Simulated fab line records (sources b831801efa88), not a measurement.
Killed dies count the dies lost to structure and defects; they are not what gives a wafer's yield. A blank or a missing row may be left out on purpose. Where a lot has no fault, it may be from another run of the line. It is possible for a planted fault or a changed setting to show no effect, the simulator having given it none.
What tool caused it?	flow gf180mcu	12 lots with 34 wafers sampled at 5 steps, on a route of 602 steps

## WHAT EACH GAUGE READ, for each wafer
GF_PASSIVATION_THK_MEAS_01. Usual: PASSIVATION_CVD_00_THK 1002 nm, standard deviation 13.
lot	measured	on	PASSIVATION_CVD_00_THK (nm)	flag
L722	day 28 04:10	film_metro-01	997 1026 1022	
L723	day 28 09:28	film_metro-02	990 1020 1011	
L724	day 28 13:31	film_metro-04	1004 1010 1030	
L725	day 29 01:31	film_metro-01	995 1001 996	
L726	day 29 09:49	film_metro-04	1009 1012 1018	
L733	day 31 12:06	film_metro-01	994 1010	
L734	day 31 15:57	film_metro-01	997 1023	
L739	day 32 21:47	film_metro-02	993 995 1003	
L742	day 33 18:50	film_metro-01	998 984 990	
L743	day 33 21:58	film_metro-04	993 1008 1008	
L744	day 34 03:50	film_metro-02	997 1019 1006	
L745	day 34 10:55	film_metro-02	1001 1011 999	

GF_PASSIVATION_THK_MEAS_03. Usual: PASSIVATION_CVD_02_THK 697 nm, standard deviation 8.4.
lot	measured	on	PASSIVATION_CVD_02_THK (nm)	flag
L722	day 28 04:31	film_metro-04	703 700 706	
L723	day 28 09:49	film_metro-02	684 696 702	
L724	day 28 13:51	film_metro-04	683 684 708	
L725	day 29 01:51	film_metro-02	689 689 701	
L726	day 29 10:09	film_metro-01	686 677 694	
L733	day 31 12:27	film_metro-02	736 751	OFF
L734	day 31 16:17	film_metro-02	731 743	OFF
L739	day 32 22:08	film_metro-04	697 694 701	
L742	day 33 19:10	film_metro-02	684 689 700	
L743	day 33 22:19	film_metro-02	700 712 701	
L744	day 34 04:10	film_metro-04	695 699 700	
L745	day 34 11:16	film_metro-02	702 709 697	

## WHICH TOOL RAN EACH LOT (tool, then ch and the chambers of the sampled wafers, then the start)
lot	GF_V5_SPUTTER_22	GF_TOP_METAL_METAL_ETCH_16	GF_PASSIVATION_CVD_02
L722	pvd_sputter-04, day 27 06:13	rie_metal-02 ch 1, day 28 03:13	pecvd-02 ch 0,1, day 28 04:13
L723	pvd_sputter-03, day 27 11:41	rie_metal-04 ch 0,1, day 28 08:42	pecvd-01 ch 1,2, day 28 09:30
L724	pvd_sputter-04, day 27 16:56	rie_metal-04 ch 0, day 28 12:41	pecvd-04 ch 0,1,2, day 28 13:34
L725	pvd_sputter-02, day 28 04:12	rie_metal-04 ch 0,1, day 29 00:41	pecvd-02 ch 0,1,2, day 29 01:34
L726	pvd_sputter-02, day 28 13:08	rie_metal-02 ch 0,1, day 29 08:59	pecvd-04 ch 0,1, day 29 09:52
L733	pvd_sputter-04, day 30 16:51	rie_metal-04 ch 1, day 31 11:17	pecvd-01 ch 1, day 31 12:10
L734	pvd_sputter-03, day 30 20:53	rie_metal-02 ch 0,1, day 31 15:08	pecvd-01 ch 2, day 31 16:01
L739	pvd_sputter-04, day 32 04:14	rie_metal-02 ch 1, day 32 20:58	pecvd-04 ch 0,2, day 32 21:50
L742	pvd_sputter-03, day 33 02:05	rie_metal-01 ch 0,1, day 33 18:01	pecvd-02 ch 0,1, day 33 18:53
L743	pvd_sputter-04, day 33 04:56	rie_metal-02 ch 0,1, day 33 21:13	pecvd-04 ch 0,1,2, day 33 22:01
L744	pvd_sputter-03, day 33 10:53	rie_metal-04 ch 0,1, day 34 03:01	pecvd-02 ch 0,1, day 34 03:53
L745	pvd_sputter-04, day 33 18:59	rie_metal-02 ch 0,1, day 34 10:08	pecvd-01 ch 0,2, day 34 10:58
- GF_V5_SPUTTER_22: material TiN, target thk 10 nm, time 40 s.
- GF_TOP_METAL_METAL_ETCH_16: etches the open film in Cl2/BCl3, stops on SiO2, target depth 1197 nm, time 199.5 s.
- GF_PASSIVATION_CVD_02: deposits Si3N4, target thk 700 nm, time 486.18 s.

## AS READ BY THE TOOLS THEMSELVES (means over the sampled wafers that have a number; for cases with no such wafer, the mark the record gives instead)
GF_V5_SPUTTER_22. Usual: throttle_valve_pct 30.0 %, standard deviation 0.92.
lot	tool	throttle_valve_pct (%)	flag
L722	pvd_sputter-04	30.5	
L723	pvd_sputter-03	31.9	
L724	pvd_sputter-04	30.5	
L725	pvd_sputter-02	29.5	
L726	pvd_sputter-02	28.8	
L733	pvd_sputter-04	29.5	
L734	pvd_sputter-03	30.4	
L739	pvd_sputter-04	29.7	
L742	pvd_sputter-03	30.5	
L743	pvd_sputter-04	30.3	
L744	pvd_sputter-03	30.4	
L745	pvd_sputter-04	30.7	

GF_TOP_METAL_METAL_ETCH_16. Usual: drypump_motor_current_A 5.7 A, standard deviation 0.35; oes_product_au 0.989 a.u., standard deviation 0.0054; rf_fwd_power_W 797.2 W, standard deviation 2.5; throttle_valve_pct 28.231 %, standard deviation 0.0099.
lot	tool	drypump_motor_current_A (A)	oes_product_au (a.u.)	rf_fwd_power_W (W)	throttle_valve_pct (%)	flag
L722	rie_metal-02	5.8	0.988	797.2	28.234	
L723	rie_metal-04	5.7	0.989	797.0	28.230	
L724	rie_metal-04	6.3	0.985	800.5	28.230	
L725	rie_metal-04	5.7	0.991	798.2	28.230	
L726	rie_metal-02	5.7	0.985	798.3	28.237	
L733	rie_metal-04	5.4	0.994	794.8	28.235	
L734	rie_metal-02	5.8	0.993	798.2	28.225	
L739	rie_metal-02	5.8	0.988	795.4	28.233	
L742	rie_metal-01	5.4	0.983	797.5	28.239	
L743	rie_metal-02	5.8	0.988	795.2	28.232	
L744	rie_metal-04	5.7	0.991	794.9	28.218	
L745	rie_metal-02	5.8	0.988	797.1	28.235	

GF_PASSIVATION_CVD_02. Usual: heater_power_w 659 W, standard deviation 120; rf_fwd_power_W 449.4 W, standard deviation 1.4.
lot	tool	heater_power_w (W)	rf_fwd_power_W (W)	flag
L722	pecvd-02	590	450.7	
L723	pecvd-01	699	448.8	
L724	pecvd-04	712	448.5	
L725	pecvd-02	607	448.8	
L726	pecvd-04	759	450.3	
L733	pecvd-01	778	449.8	
L734	pecvd-01	699	447.9	
L739	pecvd-04	711	450.8	
L742	pecvd-02	581	448.6	
L743	pecvd-04	742	449.9	
L744	pecvd-02	504	450.0	
L745	pecvd-01	602	450.7	

## THE ANSWER, worked out from the rows above alone
Rule: take the mean of a lot's wafers that have a number; if it is more than 3 standard deviations from the usual mean, the lot is off. Also off: a lot with no number at a reading for which 4 or more lots have one. All remaining lots with rows at the step are treated as sound. First the gauges in route order, then the tools' own readings, where a lot's mean is used as printed above. At the first step where some lot is off, the reading lying furthest off is the one used; lots without a number count as furthest.
Off: at GF_PASSIVATION_THK_MEAS_03 (PASSIVATION_CVD_02_THK), L733, L734.
If a tool, at a process step before that reading, ran all the lots that are off and no sound lot after the first of them, it fits. The gauges at GF_PASSIVATION_THK_MEAS_03 are tried like those tools. None of those tried fits.

## WHAT THE SIMULATOR PUT IN
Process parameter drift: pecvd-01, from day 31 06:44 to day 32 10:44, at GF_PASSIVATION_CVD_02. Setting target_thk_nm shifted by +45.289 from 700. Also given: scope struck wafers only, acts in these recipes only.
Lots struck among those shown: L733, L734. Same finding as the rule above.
